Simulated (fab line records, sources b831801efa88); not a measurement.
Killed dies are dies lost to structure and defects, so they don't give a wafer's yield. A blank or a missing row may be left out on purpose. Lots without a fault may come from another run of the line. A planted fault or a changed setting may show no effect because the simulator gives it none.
fab line records | flow gf180mcu
record lots=6 wafers=18 last_day=34
route steps=602 shown TOP_METAL@575 PASSIVATION@587
lots that met no fault: from a run of the same line without faults
start_h: hours from the record's first day to the start of the lot's first wafer shown | wait_h: hours since the lot's step before | " the same as in the row above | L1.1+2: a row that stands for several wafers | - no value, or no start given | * or withheld: withheld | < > ~ a bound
route shown NAME@n: a module of which the file shows steps, and the number in the route of the first | usual: mean/standard deviation of fault-free wafers | same: alike in all rows | chamber/n: place in a boat | sites: the reading at each site | _std_site: their standard deviation | _edge_site: outer sites' mean less inner sites' | radius_mm: how far each site lies from the wafer's centre | mask NAME#n: copy n | behind: the tool/chamber that last shaped the wafer | hold: why the lot was held/for how many hours/how that ended | device: the transistor (n, p or np) that didn't switch | end of line: the same wafers' tests at the end of the route | a step without rows: its recipe alone | killed: dies lost to structure and defects at the first sort, not the wafer's yield | map: a wafer's dies, x killed, . not, _ none there
set.NAME: the setting as run; set.NAME@STEP: as run at that earlier step | model.NAME: the simulator's own value behind a step, which no gauge read
lots at some steps of the route; a table a step, a row a wafer
services: from which hour (start_h, from the record's first day; less than 0 if before it) a tool's chamber was out of use, for how many hours, and why
## steps
# step GF_TOP_METAL_HMDS_08
# recipe prime_time_s=60 prime_temp_c=120
# step GF_TOP_METAL_COAT_09
# recipe resist=NOVOLAK spin_rpm=3000 resist_thk_nm=1500
# step GF_TOP_METAL_SOFTBAKE_10
# recipe temp_c=90 time_s=60 resist=NOVOLAK
# step GF_TOP_METAL_EXPOSE_11
# recipe mask_id=MetalTop target_cd_nm=440 na=0.6 source_shape=conventional sigma_outer=0.6 dose_mj=170
# step GF_TOP_METAL_PEB_12
# recipe temp_c=withheld time_s=* resist=NOVOLAK
# step GF_TOP_METAL_DEVELOP_13
# recipe develop_time_s=60 dev_temp_c=23
# step GF_TOP_METAL_CD_MEAS_14
# recipe target_cd_nm=440
# usual cd_nm=439.3/2.2
# columns lot.wafer tool chamber start_h wait_h cd_nm
L777.1 cd_sem-02 - 714.52 0.1 441.7
L777.2 " - " " 441.0
L777.4 " - " " 439.2
L781.1 cd_sem-01 - 745.74 0.1 438.5
L781.2 " - " " 437.0
L781.5 " - " " 438.1
L782.1 cd_sem-02 - 745.96 0.1 443.5
L782.4 " - " " 442.9
L782.5 " - " " 442.0
L790.1 cd_sem-01 - 794.92 0.1 440.0
L790.3 " - " " 438.6
L790.6 " - " " 440.8
L791.1 cd_sem-01 - 799.96 0.1 438.7
L791.2 " - " " 439.4
L791.5 " - " " 439.2
L792.3 cd_sem-02 - 818.84 8.7 441.7
L792.4 " - " " 441.3
L792.6 " - " " 440.5
# step GF_TOP_METAL_OVL_MEAS_15
# usual TOP_METAL_OVL=0.8/1.2
# columns lot.wafer tool chamber start_h wait_h TOP_METAL_OVL[nm]
L777.1 overlay-01 - 714.64 0.1 3.0
L777.2 " - " " 0.4
L777.4 " - " " 4.3
L781.1 overlay-02 - 745.86 0.1 -0.5
L781.2 " - " " 0.7
L781.5 " - " " 0.6
L782.1 overlay-01 - 746.08 0.1 -0.2
L782.4 " - " " 2.0
L782.5 " - " " -1.3
L790.1 overlay-01 - 795.04 0.1 1.2
L790.3 " - " " 1.7
L790.6 " - " " 2.6
L791.1 overlay-02 - 800.08 0.1 -0.6
L791.2 " - " " -1.3
L791.5 " - " " -1.3
L792.3 overlay-02 - 818.93 0.1 0.3
L792.4 " - " " 1.3
L792.6 " - " " 0.7
# step GF_TOP_METAL_METAL_ETCH_16
# recipe chemistry=Cl2/BCl3 mask_material=NOVOLAK target_depth_nm=1077.5 stop_on=SiO2 pressure_mtorr=8 icp_w=800 bias_w=140 Cl2_flow_sccm=80 bcl3_flow_sccm=40 time_s=179.6
# usual bcl3_flow_sccm=40.01/0.13 drypump_motor_current_A=5.8/0.45 he_backside_leak_sccm=3.30/0.22 oes_product_au=0.966/0.0058 throttle_valve_pct=28.256/0.01
# columns lot.wafer tool chamber start_h wait_h bcl3_flow_sccm drypump_motor_current_A he_backside_leak_sccm oes_product_au rf_hours_counter_h throttle_valve_pct
L777.1 rie_metal-01 1 714.68 0.0 39.99 5.9 3.60 0.959 7 28.264
L777.2 " 1 " " 40.06 6.0 3.33 0.959 - 28.259
L777.4 " 1 " " 40.15 6.0 3.58 0.957 - 28.269
L781.1 rie_metal-02 0 745.90 0.0 39.84 6.5 3.09 0.971 7 28.259
L781.2 " 1 " " 39.96 6.2 3.15 0.974 1 28.253
L781.5 " 1 " " 39.88 6.2 2.92 0.973 - 28.256
L782.1 rie_metal-01 0 746.11 0.0 39.90 5.3 3.67 0.968 5 28.243
L782.4 " 0 " " 39.97 5.3 3.47 0.958 - 28.267
L782.5 " 1 " " 40.00 6.0 3.22 0.973 - 28.267
L790.1 rie_metal-03 0 795.08 0.0 39.78 5.4 3.14 0.961 11 28.253
L790.3 " 0 " " 39.80 5.4 3.11 0.962 - 28.263
L790.6 " 0 " " 40.07 5.4 2.98 0.969 - 28.234
L791.1 rie_metal-02 1 800.11 0.0 40.01 6.2 3.22 0.958 3 28.241
L791.2 " 1 " " 39.89 6.2 3.03 0.968 - 28.239
L791.5 " 1 " " 39.81 6.2 3.30 0.970 - 28.252
L792.3 rie_metal-01 0 819.01 0.1 40.09 5.3 3.56 0.960 - 28.262
L792.4 " 1 " " 40.01 6.0 3.34 0.963 - 28.247
L792.6 " 1 " " 40.12 6.0 3.42 0.965 - 28.242
# step GF_TOP_METAL_STRIP_17
# recipe chemistry=O2/N2 power_w=1400 pressure_mtorr=1500 platen_temp_c=250 o2_flow_sccm=3000 n2_flow_sccm=300 overash_fraction=0.5
# usual drypump_motor_current_A=5.9/0.53 heater_power_w=348/34 oes_product_au=0.711/0.0043 strip_time_to_endpoint_s=13.42/0.076
# columns lot.wafer tool chamber start_h wait_h drypump_motor_current_A heater_power_w oes_product_au rf_hours_counter_h strip_time_to_endpoint_s
L777.1 plasma_asher-02 1 715.03 0.3 6.4 323 0.713 105 13.51
L777.2 " 0 " " 5.6 331 0.710 105 13.40
L777.4 " 1 " " 6.4 329 0.707 - 13.42
L781.1 plasma_asher-03 0 746.08 0.1 5.2 303 0.707 65 13.35
L781.2 " 1 " " 5.7 301 0.712 65 13.41
L781.5 " 1 " " 5.7 306 0.704 - 13.53
L782.1 plasma_asher-04 0 746.29 0.1 5.2 357 0.711 35 13.45
L782.4 " 0 " " 5.1 344 0.710 - 13.37
L782.5 " 0 " " 5.2 359 0.720 - 13.44
L790.1 plasma_asher-02 0 795.25 0.1 5.6 353 0.708 7 13.50
L790.3 " 0 " " 5.6 356 0.717 - 13.51
L790.6 " 1 " " 6.4 318 0.718 - 13.55
L791.1 plasma_asher-02 0 800.46 0.3 5.6 364 0.707 8 13.44
L791.2 " 1 " " 6.5 322 0.710 8 13.45
L791.5 " 0 " " 5.6 350 0.713 - 13.52
L792.3 plasma_asher-02 0 819.16 0.1 5.6 355 0.714 - 13.61
L792.4 " 1 " " 6.5 326 0.706 - 13.65
L792.6 " 0 " " 5.6 371 0.714 - 13.64
# step GF_TOP_METAL_STRIP_18
# recipe chemistry=post_etch_residue_remover time_s=1200 temp_c=72.5
# step GF_TOP_METAL_CLEAN_19
# recipe chemistry=DIW dry=n2_spin
# step GF_PASSIVATION_CVD_00
# recipe material=SiO2 target_thk_nm=1000 precursor=TEOS temp_c=400 time_s=111.95 rf_w=600
# usual heater_power_outer_w=365/86 heater_power_w=656/110 susceptor_temp_C=400.00/0.23
# columns lot.wafer tool chamber start_h wait_h heater_power_outer_w heater_power_w susceptor_temp_C
L777.1 pecvd-04 1 715.56 0.0 500 833 400.31
L777.2 " 2 " " 327 598 400.03
L777.4 " 1 " " 388 664 400.27
L781.1 pecvd-03 2 746.66 0.0 - - -
L781.2 " 1 " " - - -
L781.5 " 0 " " - - -
L782.1 pecvd-02 0 746.89 0.0 - - -
L782.4 " 2 " " - - -
L782.5 " 1 " " - - -
L790.1 pecvd-03 2 795.82 0.0 259 501 399.85
L790.3 " 0 " " 380 669 399.85
L790.6 " 0 " " 299 556 400.29
L791.1 pecvd-02 2 800.99 0.0 395 635 400.14
L791.2 " 1 " " 460 818 399.87
L791.5 " 1 " " 346 691 399.78
L792.3 pecvd-04 1 819.66 0.0 518 824 399.90
L792.4 " 2 " " 310 542 400.47
L792.6 " 1 " " 375 658 400.23
# step GF_PASSIVATION_CVD_02
# recipe material=Si3N4 target_thk_nm=700 time_s=486.18 temp_c=400 rf_w=450
# usual heater_power_outer_w=404/79 heater_power_w=708/100 susceptor_temp_C=400.01/0.19
# columns lot.wafer tool chamber start_h wait_h heater_power_outer_w heater_power_w susceptor_temp_C
L777.1 pecvd-03 2 715.70 0.1 316 592 399.92
L777.2 " 1 " " 368 704 399.35
L777.4 " 1 " " 400 738 400.06
L781.1 pecvd-04 2 746.80 0.1 283 529 399.77
L781.2 " 1 " " 433 745 399.84
L781.5 " 0 " " 362 722 399.99
L782.1 pecvd-03 0 747.03 0.1 344 621 399.73
L782.4 " 1 " " 296 637 400.26
L782.5 " 0 " " 381 680 400.15
L790.1 pecvd-02 1 795.96 0.1 482 842 400.52
L790.3 " 0 " " 560 898 399.75
L790.6 " 0 " " 446 729 400.12
L791.1 pecvd-03 1 801.13 0.1 383 719 400.01
L791.2 " 0 " " 399 693 399.87
L791.5 " 2 " " 295 550 399.84
L792.3 pecvd-02 1 819.80 0.0 398 734 400.32
L792.4 " 2 " " 386 584 399.90
L792.6 " 0 " " 447 740 399.81
# step GF_PASSIVATION_DEHYDRATE_04
# recipe temp_c=200 time_s=60
# step GF_PASSIVATION_HMDS_05
# recipe prime_time_s=60 prime_temp_c=120
# step GF_PASSIVATION_COAT_06
# recipe spin_rpm=2000 resist_thk_nm=4000
# step GF_PASSIVATION_SOFTBAKE_07
# recipe temp_c=110 time_s=withheld
# step GF_PASSIVATION_EXPOSE_08
# recipe mask_id=Pad target_cd_nm=40000 na=0.57 dose_mj=310
# step GF_PASSIVATION_PEB_09
# recipe temp_c=115 time_s=withheld
# step GF_PASSIVATION_DEVELOP_10
# recipe develop_time_s=60 dev_temp_c=23
# step GF_PASSIVATION_ETCH_11
# recipe chemistry=CF4/O2 target_depth_nm=1800 stop_on=TiN source_w=783.7 bias_w=150 pressure_mtorr=150 cf4_flow_sccm=80 O2_flow_sccm=10 time_s=400
# usual drypump_motor_current_A=5.5/0.48 oes_product_au=0.961/0.0068 throttle_valve_pct=5.960/0.0088
# columns lot.wafer tool chamber start_h wait_h drypump_motor_current_A oes_product_au rf_hours_counter_h throttle_valve_pct model.etch.depth_nm model.PASSIVATION.feature_depth_nm
L777.1 rie_diel-01 3 733.35 - 6.0 0.952 6 5.959 1672 1672
L777.2 " 1 " " 4.7 0.956 5 5.958 1672 1672
L777.4 " 2 " " 5.8 0.973 - 5.956 1701 1701
L781.1 rie_diel-04 0 764.16 - 4.9 0.984 3 5.966 1758 1758
L781.2 " 2 " " 5.7 0.991 5 5.957 1761 1761
L781.5 " 3 " " 5.2 0.987 - 5.967 1771 1771
L782.1 rie_diel-01 0 764.34 - 5.1 0.979 16 5.963 1762 1762
L782.4 " 1 " " 4.7 0.965 7 5.955 1727 1727
L782.5 " 3 " " 6.1 0.981 - 5.965 1760 1760
L790.1 rie_diel-04 2 811.22 - 5.7 0.957 7 5.976 1675 1675
L790.3 " 3 " " 5.2 0.960 30 5.938 1679 1679
L790.6 " 3 " " 5.2 0.970 - 5.957 1719 1719
L791.1 rie_diel-02 2 816.72 - 5.8 0.958 10 5.957 1683 1683
L791.2 " 1 " " 5.7 0.953 9 5.966 1687 1687
L791.5 " 0 " " 4.9 0.975 - 5.951 1724 1724
L792.3 rie_diel-02 3 824.09 - 5.8 0.953 6 5.960 1683 1683
L792.4 " 0 " " 4.9 0.969 - 5.963 1721 1721
L792.6 " 1 " " 5.6 0.962 - 5.978 1719 1719
# step GF_PASSIVATION_STRIP_12
# recipe chemistry=O2/N2 power_w=1355 pressure_mtorr=1500 platen_temp_c=250 o2_flow_sccm=3000 n2_flow_sccm=300 overash_fraction=0.5
# usual drypump_motor_current_A=5.5/0.6 heater_power_w=337/46 oes_product_au=0.706/0.0044 strip_time_to_endpoint_s=36.02/0.17
# columns lot.wafer tool chamber start_h wait_h drypump_motor_current_A heater_power_w oes_product_au rf_hours_counter_h strip_time_to_endpoint_s
L777.1 plasma_asher-01 0 733.58 0.1 4.8 309 0.701 96 35.53
L777.2 " 1 " " 5.4 279 0.701 96 35.91
L777.4 " 0 " " 4.8 303 0.708 - 36.11
L781.1 plasma_asher-04 0 764.40 0.1 5.2 355 0.705 37 36.16
L781.2 " 1 " " 6.4 402 0.704 37 36.15
L781.5 " 1 " " 6.5 409 0.718 - 36.02
L782.1 plasma_asher-01 0 764.58 0.1 4.8 316 0.712 99 35.88
L782.4 " 0 " " 4.8 306 0.713 - 36.31
L782.5 " 1 " " 5.4 281 0.703 - 35.77
L790.1 plasma_asher-01 0 811.46 0.1 4.8 318 0.700 106 36.08
L790.3 " 0 " " 4.8 306 0.705 - 36.26
L790.6 " 1 " " 5.4 276 0.705 - 36.21
L791.1 plasma_asher-04 1 816.96 0.1 6.4 408 0.708 39 36.05
L791.2 " 0 " " 5.2 354 0.702 39 36.00
L791.5 " 0 " " 5.2 355 0.715 - 35.84
L792.3 plasma_asher-01 0 824.37 0.2 4.8 306 0.707 - 36.11
L792.4 " 1 " " 5.4 279 0.708 - 36.31
L792.6 " 1 " " 5.4 282 0.703 - 36.31
# step GF_PASSIVATION_ANNEAL_13
# recipe temp_c=400 time_s=1800 ambient=N2/H2 idle_temp_c=300 ramp_up_c_per_min=10 ramp_down_c_per_min=3
# step GF_PASSIVATION_BOW_MEAS_14
# recipe mode=bow
# usual PASSIVATION_BOW=135/9.4
# columns lot.wafer tool chamber start_h wait_h PASSIVATION_BOW[um]
L777.1 film_metro-04 - 735.18 0.0 115
L777.2 " - " " 130
L777.4 " - " " 131
L781.1 film_metro-01 - 766.00 0.0 88
L781.2 " - " " 91
L781.5 " - " " 91
L782.1 film_metro-02 - 766.18 0.0 95
L782.4 " - " " 110
L782.5 " - " " 115
L790.1 film_metro-04 - 813.06 0.0 123
L790.3 " - " " 124
L790.6 " - " " 123
L791.1 film_metro-01 - 818.56 0.0 119
L791.2 " - " " 117
L791.5 " - " " 132
L792.3 film_metro-04 - 825.97 0.0 126
L792.4 " - " " 144
L792.6 " - " " 141
## services
# columns tool chamber start_h hours kind
rie_diel-01 2 693.54 4.7 repair
pecvd-02 - 710.95 14.4 repair
rie_metal-01 0 712.85 5.2 repair
plasma_asher-02 - 719.14 0.6 repair
rie_diel-04 0 723.44 2.7 repair
rie_diel-01 0 724.92 9.8 repair
rie_diel-04 1 733.38 19.6 repair
pecvd-03 - 733.64 7.0 repair
plasma_asher-02 - 733.75 9.0 pm
rie_diel-04 3 741.27 4.5 repair
plasma_asher-04 - 744.82 1.3 repair
rie_diel-04 3 758.13 3.8 repair
pecvd-04 - 761.22 1.6 repair
rie_metal-01 - 766.79 2.8 pm
rie_metal-01 1 773.21 3.8 repair
pecvd-03 - 774.51 2.3 repair
plasma_asher-04 - 780.30 28.1 pm
pecvd-04 1 784.22 4.2 repair
rie_diel-04 2 787.77 2.5 repair
rie_diel-02 3 790.27 10.7 repair
rie_diel-04 - 792.40 2.8 pm
rie_metal-02 0 797.12 3.9 repair
rie_metal-01 - 803.83 1.4 pm
pecvd-02 - 810.76 0.5 repair
## key
first_sign step=GF_PASSIVATION_CVD_00 reading=tool_record direction=missing
effect step=GF_PASSIVATION_ETCH_11 reading=oes_product_au direction=up sigmas=3 usual=0.961 struck=0.981
effect step=GF_PASSIVATION_BOW_MEAS_14 reading=PASSIVATION_BOW direction=down sigmas=3.9 usual=135 struck=98
model_effect step=GF_PASSIVATION_ETCH_11 value=etch.depth_nm without=1696 struck=1757
met_at GF_PASSIVATION_CVD_00
struck_wafers L781.1,L781.2,L781.5,L782.1,L782.4,L782.5
later_rows_left_out L781.1,L781.2,L781.5,L782.1,L782.4,L782.5
sort_left_out L781.1,L781.2,L781.5,L782.1,L782.4,L782.5
fault kind=skipped_step_whole tool=pecvd-02,pecvd-03 chamber=- onset_h=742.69 steps=GF_PASSIVATION_CVD_00 scope=struck_lots_only
# sort_left_out: the simulated sort isn't trusted on such a fault, so these wafers' sort isn't shown, and their yield isn't known
# later_rows_left_out: the simulator's readings of these wafers behind a module that went badly wrong aren't trusted and aren't shown, but for the sort
